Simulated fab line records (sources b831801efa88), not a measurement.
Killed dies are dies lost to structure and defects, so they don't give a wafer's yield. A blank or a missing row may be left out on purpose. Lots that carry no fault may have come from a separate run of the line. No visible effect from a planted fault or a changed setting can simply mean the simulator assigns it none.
Comparing a struck lot with a sound one | flow sky130 | 15 steps out of a route of 708
Sound: the wafers L712.1, L712.4, L712.6. Struck: wafers L723.1, L723.3, L723.4. Last of all comes the cause.
At each step with rows: each side's tool, then ch and its chambers, then its first start. Under that, the readings that differ: sound wafers | struck wafers | difference of the means | sigmas: that difference in standard deviations of wafers without a fault.
alike: readings with means less than 2 such deviations apart, plus words and numbers identical on both sides. not compared: withheld readings, readings lacking a value on some wafer, bounds such as >300 that could conceal the same value, and numbers that have no deviation in the record and whose values overlap.
The two part at a step that has a row with sigmas, a row that says differs or no value, or rows on one side only. When numbers do not overlap yet have no deviation, they are printed without sigmas and do not part them. A reading that every wafer of one side lacks parts them only if that side has two wafers or more.

first, 4 steps without rows for these wafers: SKY_PWDE_SOFTBAKE_03; SKY_PWDE_EXPOSE_04 (exposes mask PWDEM, target cd 840 nm); SKY_PWDE_PEB_05; SKY_PWDE_DEVELOP_06 (develop time 60 s).
SKY_PWDE_OVL_MEAS_07:
  sound on overlay-01 at day 4 04:17; struck on overlay-02 at day 6 17:43
  alike: PWDE_OVL
next, for these wafers, 1 step has no rows: SKY_PWDE_IMPLANT_08.
SKY_PWDE_STRIP_09: strips in O2/N2.
  sound on plasmaAsher-01 ch 0,1, day 4 04:28; struck on plasmaAsher-02 ch 0,1, day 6 17:54
  alike: drypumpMotorCurrentA, oesProductAu, stripTimeToEndpointS
  not compared: rfHoursCounterH
SKY_PWDE_TW_MEAS_10:
  sound on filmMetro-01 at day 4 04:34; struck on filmMetro-02 at day 6 18:00
  alike: PWDE_TW
then, 4 steps without rows for these wafers: SKY_NWELL_DEHYDRATE_03 (time 60 s); SKY_NWELL_HMDS_04 (prime time 60 s); SKY_NWELL_COAT_05 (resist thk 3000 nm); SKY_NWELL_SOFTBAKE_06.
SKY_NWELL_EXPOSE_07: exposes mask NWM, target cd 840 nm.
  sound on ilineStepper-01 ch 0, day 4 12:46; struck on ilineStepper-01 ch 0, day 7 03:16
reading | sound             | struck                     | difference | sigmas
mask    | NWM#0 NWM#0 NWM#0 | NWM_R1#0 NWM_R1#0 NWM_R1#0 | differs    | 
  alike: focusOffsetNm
next, for these wafers, 1 step has no rows: SKY_NWELL_PEB_08.
-- the record jumps here: 42 days lie between the struck wafers' starts before and after (it left off in module NWELL and takes up again in module PAD_OPEN, whose first step shown is number 708 of the route) --
SKY_PAD_OPEN_PROBE_99:
  sound on prober-01 at day 45 20:07; struck on prober-02 at day 48 15:24
reading                              | sound                         | struck                        | difference | sigmas
model.etest.nfet_16v.rOnOhmUm        | 1.426e+04 1.438e+04 1.426e+04 | 1.481e+04 1.492e+04 1.472e+04 | +5.167e+02 | 
model.etest.pfet_16v.rOnOhmUm        | 1.59e+04 1.592e+04 1.567e+04  | 1.469e+04 1.478e+04 1.443e+04 | -1.197e+03 | 
model.etest.resNwell.lineOhmUm       | 1205 1199 1194                | 1172 1172 1154                | -33        | 
model.etest.resNwell.widthNm (nm)    | 827.9 831.8 826.6             | 742.7 747.7 747.5             | -82.8      | 
model.etest.resIsoPwell.widthNm (nm) | 2659 2655 2655                | 2692 2683 2699                | +35        | 
model.etest.pfet_16v.driveUaUm       | 230.4 229.9 231.4             | 257.3 257.3 257.8             | +26.9      | 
  alike: killed_at_M0_to_M3, killed_at_M4_up, killedAtContacts, killedAtFrontEnd, killedAtOther, killedDies, killedOpen, killedShort
  not compared: model.etest.isoNwellNwell.leakLog10AUm

## WHERE THEY PART
At SKY_NWELL_EXPOSE_07 and nowhere else, as far as this record goes. Later steps at which nothing parts them and some readings are alike: SKY_PAD_OPEN_PROBE_99.

WHY: what the simulator had put in
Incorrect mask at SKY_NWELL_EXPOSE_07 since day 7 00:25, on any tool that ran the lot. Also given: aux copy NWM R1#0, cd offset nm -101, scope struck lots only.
